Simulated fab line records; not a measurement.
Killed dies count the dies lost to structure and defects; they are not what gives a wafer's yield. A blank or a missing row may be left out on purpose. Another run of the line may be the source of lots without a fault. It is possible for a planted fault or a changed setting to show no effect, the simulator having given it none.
fab line records -- flow sky130
record lots=7, wafers=21, last-day=49
route steps=708 shown PWDE@48 NWELL@56 PAD_OPEN@708
lots with no fault: from the same line, run without faults
start-h: start of the lot's first displayed wafer, in hours after the record's first day -- wait-h: hours since the lot's step before -- " identical to the entry in the row above -- L1.1+2: a row that stands for several wafers -- - no value present, or no start provided -- * or withheld: withheld -- < > ~ a bound
route shown NAME@n: NAME is a module with steps in the file, n the number in the route of the first one -- usual: mean/standard deviation taken from wafers without a fault -- same: alike in all rows -- chamber/n: place in a boat -- sites: per-site readings -- _std_site: the standard deviation of these -- _edge_site: inner sites' mean taken away from outer sites' mean -- radius-mm: for every site, how far away it sits from the centre of the wafer -- mask NAME#n: copy n -- behind: the tool/chamber that last shaped the wafer -- hold: reason for holding the lot/hours on hold/outcome of the hold -- device: which transistor (n, p or np) failed to switch -- end of line: the route-end tests of the same wafers -- step lacking rows: just its recipe -- killed: not the wafer's yield, but the dies lost to structure and defects at the first sort -- map: shows each die of a wafer: x if killed, . if not, _ if none is there
set.NAME: the setting as run; set.NAME@STEP: as run at that earlier step -- model.NAME: the simulator's own value behind a step, which no gauge read
lots at some steps of the route; a table a step, a row a wafer
services: when a tool's chamber went out of use (start-h, in hours from the record's first day, below 0 if earlier), for how many hours, and the reason
## steps
# step SKY_PWDE_SOFTBAKE_03
# recipe temp-c=110, time-s=withheld
# step SKY_PWDE_EXPOSE_04
# recipe mask-id=PWDEM, na=0.6, source-shape=conventional, sigma-outer=0.6, polarization=unpolarized, target-cd-nm=840, dose-mj=214
# step SKY_PWDE_PEB_05
# recipe temp-c=115, time-s=withheld
# step SKY_PWDE_DEVELOP_06
# recipe wall-angle-deg=90, developer=TMAH, develop-time-s=60, dev-temp-c=23
# step SKY_PWDE_OVL_MEAS_07
# usual PWDE_OVL=0.0/1.3
lot.wafer,tool,chamber,start-h,wait-h,PWDE_OVL[nm]
L218.2,overlay-02,-,82.27,-,1.7
L218.3,overlay-02,-,82.27,-,2.9
L218.6,overlay-02,-,82.27,-,0.2
L223.1,overlay-02,-,107.96,-,1.5
L223.2,overlay-02,-,107.96,-,0.5
L223.6,overlay-02,-,107.96,-,-1.5
L224.1,overlay-01,-,112.50,-,1.1
L224.2,overlay-01,-,112.50,-,1.2
L224.5,overlay-01,-,112.50,-,1.3
L225.2,overlay-01,-,117.72,-,0.2
L225.3,overlay-01,-,117.72,-,1.2
L225.6,overlay-01,-,117.72,-,0.0
L231.1,overlay-01,-,155.66,-,-0.4
L231.5,overlay-01,-,155.66,-,-1.3
L231.6,overlay-01,-,155.66,-,0.0
L234.2,overlay-02,-,171.95,-,-0.5
L234.3,overlay-02,-,171.95,-,0.8
L234.5,overlay-02,-,171.95,-,1.5
L237.1,overlay-02,-,187.53,-,1.3
L237.2,overlay-02,-,187.53,-,0.6
L237.3,overlay-02,-,187.53,-,0.5
# step SKY_PWDE_IMPLANT_08
# recipe species=B, energy-kev=150, dose-cm2=3.572e+12, tilt-deg=withheld
# step SKY_PWDE_STRIP_09
# recipe chemistry=O2/N2, power-w=1400, pressure-mtorr=1500, platen-temp-c=withheld, o2-flow-sccm=3000, n2-flow-sccm=300, overash-fraction=0.5
# usual drypump-motor-current-A=5.6/0.63, oes-product-au=0.723/0.0045, strip-time-to-endpoint-s=37.60/0.11
lot.wafer,tool,chamber,start-h,wait-h,drypump-motor-current-A,oes-product-au,rf-hours-counter-h,strip-time-to-endpoint-s
L218.2,plasma-asher-02,0,82.60,0.2,6.1,0.729,44,37.49
L218.3,plasma-asher-02,0,82.60,0.2,6.1,0.726,-,37.54
L218.6,plasma-asher-02,1,82.60,0.2,4.7,0.714,-,37.50
L223.1,plasma-asher-02,1,108.15,0.1,4.8,0.713,46,37.57
L223.2,plasma-asher-02,0,108.15,0.1,6.1,0.715,46,37.67
L223.6,plasma-asher-02,0,108.15,0.1,6.1,0.723,-,37.67
L224.1,plasma-asher-02,0,112.68,0.1,6.1,0.715,46,37.70
L224.2,plasma-asher-02,1,112.68,0.1,4.8,0.725,46,37.52
L224.5,plasma-asher-02,0,112.68,0.1,6.1,0.731,-,37.54
L225.2,plasma-asher-03,0,117.90,0.1,5.5,0.721,44,37.78
L225.3,plasma-asher-03,0,117.90,0.1,5.4,0.727,-,37.73
L225.6,plasma-asher-03,0,117.90,0.1,5.5,0.718,-,37.64
L231.1,plasma-asher-02,0,155.85,0.1,6.1,0.726,50,37.62
L231.5,plasma-asher-02,1,155.85,0.1,4.7,0.718,-,37.53
L231.6,plasma-asher-02,0,155.85,0.1,6.1,0.726,-,37.56
L234.2,plasma-asher-02,1,172.13,0.1,4.7,0.719,51,37.59
L234.3,plasma-asher-02,0,172.13,0.1,6.1,0.725,-,37.59
L234.5,plasma-asher-02,0,172.13,0.1,6.1,0.724,-,37.57
L237.1,plasma-asher-02,0,187.71,0.1,6.1,0.723,53,37.42
L237.2,plasma-asher-02,1,187.71,0.1,4.8,0.715,53,37.33
L237.3,plasma-asher-02,0,187.71,0.1,6.1,0.721,-,37.34
# step SKY_PWDE_TW_MEAS_10
# usual PWDE_TW=374.3/3
lot.wafer,tool,chamber,start-h,wait-h,PWDE_TW
L218.2,film-metro-01,-,82.71,0.1,374.7
L218.3,film-metro-01,-,82.71,0.1,376.0
L218.6,film-metro-01,-,82.71,0.1,375.6
L223.1,film-metro-03,-,108.25,0.1,371.1
L223.2,film-metro-03,-,108.25,0.1,368.7
L223.6,film-metro-03,-,108.25,0.1,370.0
L224.1,film-metro-01,-,112.78,0.1,375.4
L224.2,film-metro-01,-,112.78,0.1,377.6
L224.5,film-metro-01,-,112.78,0.1,378.0
L225.2,film-metro-01,-,118.01,0.1,378.1
L225.3,film-metro-01,-,118.01,0.1,375.7
L225.6,film-metro-01,-,118.01,0.1,378.9
L231.1,film-metro-01,-,155.95,0.1,373.9
L231.5,film-metro-01,-,155.95,0.1,375.1
L231.6,film-metro-01,-,155.95,0.1,372.8
L234.2,film-metro-04,-,172.24,0.1,373.2
L234.3,film-metro-04,-,172.24,0.1,374.2
L234.5,film-metro-04,-,172.24,0.1,374.4
L237.1,film-metro-01,-,187.81,0.1,378.6
L237.2,film-metro-01,-,187.81,0.1,377.9
L237.3,film-metro-01,-,187.81,0.1,377.3
# step SKY_NWELL_DEHYDRATE_03
# recipe temp-c=200, time-s=60
# step SKY_NWELL_HMDS_04
# recipe prime-time-s=60, prime-temp-c=120
# step SKY_NWELL_COAT_05
# recipe spin-rpm=2000, resist-thk-nm=3000
# step SKY_NWELL_SOFTBAKE_06
# recipe temp-c=110, time-s=withheld
# step SKY_NWELL_EXPOSE_07
# recipe mask-id=NWM, na=0.6, source-shape=conventional, sigma-outer=0.6, polarization=unpolarized, target-cd-nm=840, dose-mj=255
lot.wafer,tool,chamber,start-h,wait-h,mask,model.NWELL.overlay-x-nm
L218.2+3+6,iline-stepper-02,0,91.73,-,NWM#0,0.3319
L223.1+2+6,iline-stepper-02,0,117.10,-,NWM#0,143.5
L224.1+2+5,iline-stepper-02,0,121.80,-,NWM#0,141.4
L225.2+3+6,iline-stepper-02,0,127.90,-,NWM#0,141.2
L231.1+5+6,iline-stepper-01,0,166.34,-,NWM#0,0.5965
L234.2+3+5,iline-stepper-01,0,182.48,-,NWM#0,0.04351
L237.1+2+3,iline-stepper-01,0,198.64,-,NWM#0,0.2449
# step SKY_NWELL_PEB_08
# recipe temp-c=115, time-s=withheld
# step SKY_NWELL_DEVELOP_09
# recipe wall-angle-deg=90, developer=TMAH, develop-time-s=60, dev-temp-c=23
# step SKY_NWELL_OVL_MEAS_10
# usual NWELL_00_OVL=-0.3/1.4
lot.wafer,tool,chamber,start-h,wait-h,NWELL_00_OVL[nm]
L218.2,overlay-02,-,99.92,-,0.9
L218.3,overlay-02,-,99.92,-,-0.8
L218.6,overlay-02,-,99.92,-,-0.1
L223.1,overlay-01,-,126.88,-,142.3
L223.2,overlay-01,-,126.88,-,142.5
L223.6,overlay-01,-,126.88,-,144.3
L224.1,overlay-02,-,131.06,-,142.9
L224.2,overlay-02,-,131.06,-,142.3
L224.5,overlay-02,-,131.06,-,142.2
L225.2,overlay-01,-,136.91,-,141.4
L225.3,overlay-01,-,136.91,-,139.8
L225.6,overlay-01,-,136.91,-,142.2
L231.1,overlay-02,-,176.26,-,2.3
L231.5,overlay-02,-,176.26,-,2.3
L231.6,overlay-02,-,176.26,-,1.2
L234.2,overlay-01,-,193.13,-,0.9
L234.3,overlay-01,-,193.13,-,-0.5
L234.5,overlay-01,-,193.13,-,-1.3
L237.1,overlay-01,-,209.45,-,-0.6
L237.2,overlay-01,-,209.45,-,0.4
L237.3,overlay-01,-,209.45,-,0.1
# step SKY_NWELL_IMPLANT_11
# recipe species=P, energy-kev=400, dose-cm2=1.9e+13, tilt-deg=withheld
# step SKY_PAD_OPEN_PROBE_99
# usual killed_at_M0_to_M3=43/6.6, killed_at_M4_up=3.0/1.7, killed-at-contacts=24/5.4, killed-at-front-end=16/4.6, killed-at-other=0.3/0.53, killed-dies=87/9.7, killed-open=47/7.3, killed-short=39/6.5
# same gross-dies=492, killed-at-back-side=0
lot.wafer,tool,chamber,start-h,wait-h,killed_at_M0_to_M3,killed_at_M4_up,killed-at-contacts,killed-at-front-end,killed-at-other,killed-dies,killed-open,killed-short,model.etest.pfet_16v.r-on-ohm-um,model.etest.nfet_16v.r-on-ohm-um,model.etest.pfet_16v.drive-ua-um,model.etest.nfet_16v.drive-ua-um,model.etest.sram-nfet-pass.off-log10-a-um
L218.2,prober-01,-,1089.48,0.1,41,2,30,22,0,95,59,35,1.535e+04,1.408e+04,248.7,219.2,-12.47
L218.3,prober-01,-,1089.53,0.2,45,3,28,13,1,90,53,37,1.561e+04,1.427e+04,244,216.7,-12.69
L218.6,prober-01,-,1089.68,0.2,36,1,23,15,1,76,38,37,1.587e+04,1.427e+04,241.5,218.8,-12.99
L223.1,prober-01,-,1128.89,0.1,40,1,20,20,0,81,46,35,1.839e+04,1.648e+04,190.5,202.4,-6.206
L223.2,prober-01,-,1128.94,0.1,43,1,22,18,1,85,45,40,1.848e+04,1.645e+04,190.7,198.2,-7.012
L223.6,prober-01,-,1129.14,0.2,32,2,32,9,0,75,42,33,1.876e+04,1.625e+04,186.4,200.6,-6.207
L224.1,prober-02,-,1131.41,0.1,34,5,23,11,0,73,35,38,1.78e+04,1.7e+04,197.4,195.7,-10.61
L224.2,prober-02,-,1131.46,0.1,54,4,20,22,0,100,53,47,1.786e+04,1.69e+04,196.4,196.1,-10.55
L224.5,prober-02,-,1131.61,0.2,45,1,23,20,0,89,56,33,1.817e+04,1.7e+04,193.9,194.4,-9.376
L225.2,prober-01,-,1132.73,0.1,40,3,22,15,0,80,41,39,1.831e+04,1.669e+04,191.7,201.7,-11.71
L225.3,prober-01,-,1132.78,0.2,44,3,21,15,0,83,47,36,1.86e+04,1.686e+04,189.2,197.8,-12.64
L225.6,prober-01,-,1132.93,0.2,32,4,25,23,1,85,48,37,1.799e+04,1.654e+04,195.7,204.1,-12.23
L231.1,prober-01,-,1161.25,0.1,54,1,25,14,1,95,62,32,1.585e+04,1.402e+04,240.7,226.6,-12.48
L231.5,prober-01,-,1161.45,0.2,41,0,21,19,0,81,39,42,1.598e+04,1.427e+04,237.3,223,-12.73
L231.6,prober-01,-,1161.50,0.2,56,3,28,15,0,102,41,61,1.53e+04,1.414e+04,245.1,221.8,-12.73
L234.2,prober-02,-,1177.83,0.1,45,2,32,9,0,88,51,37,1.525e+04,1.403e+04,247.6,221.7,-12.77
L234.3,prober-02,-,1177.88,0.2,50,4,23,22,0,99,57,42,1.542e+04,1.4e+04,246.3,225.7,-12.79
L234.5,prober-02,-,1177.98,0.2,49,1,13,20,1,84,46,38,1.524e+04,1.398e+04,249.4,222.6,-12.64
L237.1,prober-01,-,1186.31,0.1,40,2,26,16,0,84,47,37,1.53e+04,1.385e+04,242.4,223.5,-12.94
L237.2,prober-01,-,1186.36,0.1,49,1,15,18,2,85,37,48,1.518e+04,1.376e+04,243.5,224.6,-12.55
L237.3,prober-01,-,1186.41,0.2,48,3,24,12,0,87,53,34,1.564e+04,1.398e+04,239.8,222.6,-12.73
# killed by level:class
L218.2 LI_CONTACT:geometric-particle:open=10 CONTACT:geometric-particle:open=10 FIELD_ISO:geometric-particle:open=9 VIA1:geometric-particle:short=8 VIA2:geometric-particle:open=8 VIA1:geometric-particle:open=7 VIA3:geometric-particle:open=6 SPACER:geometric-particle:open=5
L218.3 LI_CONTACT:geometric-particle:open=10 VIA1:geometric-particle:open=10 CONTACT:geometric-particle:open=10 VIA2:geometric-particle:open=6 LOCAL_INTERCONNECT:geometric-particle:short=5 METAL1:geometric-particle:short=5 VIA1:geometric-particle:short=5 POLY_GATE:geometric-particle:short=4
L218.6 CONTACT:geometric-particle:open=9 VIA3:geometric-particle:open=8 FIELD_ISO:geometric-particle:short=6 VIA2:geometric-particle:open=6 LI_CONTACT:geometric-particle:open=5 FIELD_ISO:geometric-particle:open=4 CONTACT:geometric-particle:short=4 VIA1:geometric-particle:short=4
L223.1 LI_CONTACT:geometric-particle:open=10 VIA1:geometric-particle:open=10 FIELD_ISO:geometric-particle:short=8 VIA3:geometric-particle:open=6 VIA2:geometric-particle:open=5 METAL2:geometric-particle:short=5 POLY_CUT:geometric-particle:open=4 VIA1:geometric-particle:short=4
L223.2 METAL1:geometric-particle:short=9 CONTACT:geometric-particle:open=7 LI_CONTACT:geometric-particle:open=6 VIA1:geometric-particle:open=6 VIA3:geometric-particle:open=6 FIELD_ISO:geometric-particle:open=5 POLY_GATE:geometric-particle:open=5 METAL3:geometric-particle:short=5
L223.6 CONTACT:geometric-particle:open=18 VIA1:geometric-particle:open=6 VIA2:geometric-particle:open=6 LI_CONTACT:geometric-particle:open=5 CONTACT:geometric-particle:short=4 POLY_GATE:geometric-particle:short=3 LOCAL_INTERCONNECT:geometric-particle:short=3 METAL1:geometric-particle:short=3
L224.1 VIA1:geometric-particle:open=11 CONTACT:geometric-particle:open=10 METAL1:geometric-particle:short=6 VIA1:geometric-particle:short=6 FIELD_ISO:geometric-particle:short=4 LI_CONTACT:geometric-particle:open=4 CONTACT:geometric-particle:short=4 METAL4:geometric-particle:short=4
L224.2 VIA1:geometric-particle:open=18 VIA1:geometric-particle:short=8 VIA3:geometric-particle:open=7 POLY_GATE:geometric-particle:open=6 METAL3:geometric-particle:short=6 POLY_GATE:geometric-particle:short=5 CONTACT:geometric-particle:short=5 CONTACT:geometric-particle:open=5
L224.5 CONTACT:geometric-particle:open=11 VIA1:geometric-particle:open=11 VIA3:geometric-particle:open=10 METAL1:geometric-particle:short=8 LOCAL_INTERCONNECT:geometric-particle:short=6 VIA2:geometric-particle:open=6 FIELD_ISO:geometric-particle:open=5 LI_CONTACT:geometric-particle:open=5
L225.2 VIA1:geometric-particle:open=10 CONTACT:geometric-particle:short=7 CONTACT:geometric-particle:open=7 METAL1:geometric-particle:short=7 FIELD_ISO:geometric-particle:short=6 VIA3:geometric-particle:open=5 POLY_GATE:geometric-particle:open=4 FIELD_ISO:geometric-particle:open=3
L225.3 VIA1:geometric-particle:open=13 LI_CONTACT:geometric-particle:open=8 VIA3:geometric-particle:open=8 CONTACT:geometric-particle:short=6 FIELD_ISO:geometric-particle:open=5 VIA1:geometric-particle:short=5 METAL2:geometric-particle:short=5 VIA2:geometric-particle:open=4
L225.6 VIA1:geometric-particle:open=10 FIELD_ISO:geometric-particle:open=7 POLY_GATE:geometric-particle:open=7 LI_CONTACT:geometric-particle:open=7 CONTACT:geometric-particle:open=6 CONTACT:geometric-particle:short=6 FIELD_ISO:geometric-particle:short=4 LOCAL_INTERCONNECT:geometric-particle:short=4
L231.1 VIA1:geometric-particle:open=21 VIA2:geometric-particle:open=10 LI_CONTACT:geometric-particle:open=9 CONTACT:geometric-particle:open=7 POLY_GATE:geometric-particle:open=6 POLY_GATE:geometric-particle:short=4 VIA2:geometric-particle:short=4 VIA3:geometric-particle:open=4
L231.5 VIA3:geometric-particle:open=9 POLY_GATE:geometric-particle:short=7 CONTACT:geometric-particle:open=7 LI_CONTACT:geometric-particle:open=6 METAL2:geometric-particle:short=6 FIELD_ISO:geometric-particle:short=5 VIA2:geometric-particle:open=5 METAL1:geometric-particle:short=4
L231.6 CONTACT:geometric-particle:short=10 VIA1:geometric-particle:open=10 METAL2:geometric-particle:short=10 METAL1:geometric-particle:short=7 VIA3:geometric-particle:open=7 LI_CONTACT:geometric-particle:open=6 CONTACT:geometric-particle:open=6 VIA3:geometric-particle:short=6
L234.2 CONTACT:geometric-particle:open=12 LI_CONTACT:geometric-particle:open=9 VIA3:geometric-particle:open=8 VIA1:geometric-particle:open=8 METAL2:geometric-particle:short=8 VIA2:geometric-particle:open=7 LOCAL_INTERCONNECT:geometric-particle:short=6 FIELD_ISO:geometric-particle:short=5
L234.3 CONTACT:geometric-particle:open=9 VIA3:geometric-particle:open=9 VIA2:geometric-particle:open=6 LI_CONTACT:geometric-particle:open=6 VIA1:geometric-particle:open=6 METAL2:geometric-particle:short=6 FIELD_ISO:geometric-particle:open=5 VIA3:geometric-particle:short=5
L234.5 VIA1:geometric-particle:open=14 FIELD_ISO:geometric-particle:short=7 METAL1:geometric-particle:short=6 VIA3:geometric-particle:open=6 POLY_GATE:geometric-particle:short=5 POLY_GATE:geometric-particle:open=5 CONTACT:geometric-particle:open=5 VIA2:geometric-particle:open=5
L237.1 CONTACT:geometric-particle:open=15 VIA1:geometric-particle:open=8 VIA2:geometric-particle:open=7 METAL2:geometric-particle:short=6 FIELD_ISO:geometric-particle:short=5 CONTACT:geometric-particle:short=5 METAL1:geometric-particle:short=5 METAL3:geometric-particle:short=4
L237.2 METAL2:geometric-particle:short=11 METAL1:geometric-particle:short=9 VIA1:geometric-particle:open=8 CONTACT:geometric-particle:open=6 VIA2:geometric-particle:open=6 FIELD_ISO:geometric-particle:short=5 VIA3:geometric-particle:open=4 LOCAL_INTERCONNECT:geometric-particle:short=4
L237.3 VIA1:geometric-particle:open=14 VIA2:geometric-particle:open=10 LI_CONTACT:geometric-particle:open=8 LOCAL_INTERCONNECT:geometric-particle:short=5 METAL1:geometric-particle:short=5 CONTACT:geometric-particle:open=4 METAL2:geometric-particle:short=4 VIA3:geometric-particle:open=4
## services
tool,chamber,start-h,hours,kind
plasma-asher-02,-,127.18,10.7,repair
iline-stepper-02,-,128.00,3.7,repair
plasma-asher-03,-,129.48,10.0,repair
iline-stepper-02,0,140.87,-,calibration
iline-stepper-01,-,156.48,1.7,pm
iline-stepper-01,-,186.61,2.1,pm
iline-stepper-01,-,188.70,-,consumable-replace:lamp
## key
first-sign step=SKY_NWELL_OVL_MEAS_10, reading=NWELL_00_OVL, direction=up, sigmas=99+, usual=-0.3, struck=142.2
effect none on later readings
model-effect step=SKY_NWELL_EXPOSE_07, value=NWELL.overlay-x-nm, without=-0.5033, struck=142
model-effect step=SKY_PAD_OPEN_PROBE_99, value=etest.pfet_16v.r-on-ohm-um, without=1.543e+04, struck=1.826e+04
met-at SKY_NWELL_EXPOSE_07
struck-wafers L223.1,L223.2,L223.6,L224.1,L224.2,L224.5,L225.2,L225.3,L225.6
tester-left-out L223,L224,L225
onset-between 91.73 117.10
fault kind=scanner-matching-overlay, tool=iline-stepper-02, chamber=-, onset-h=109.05, steps=SKY_NWELL_EXPOSE_07, offset=142.55
# tester-left-out: of these lots the tester's yield and bins aren't shown, on N5 and GAA mostly nor the transistor test; their killed dies are dies lost to structure and defects alone, not to doping, threshold or leakage, so they don't give the yield
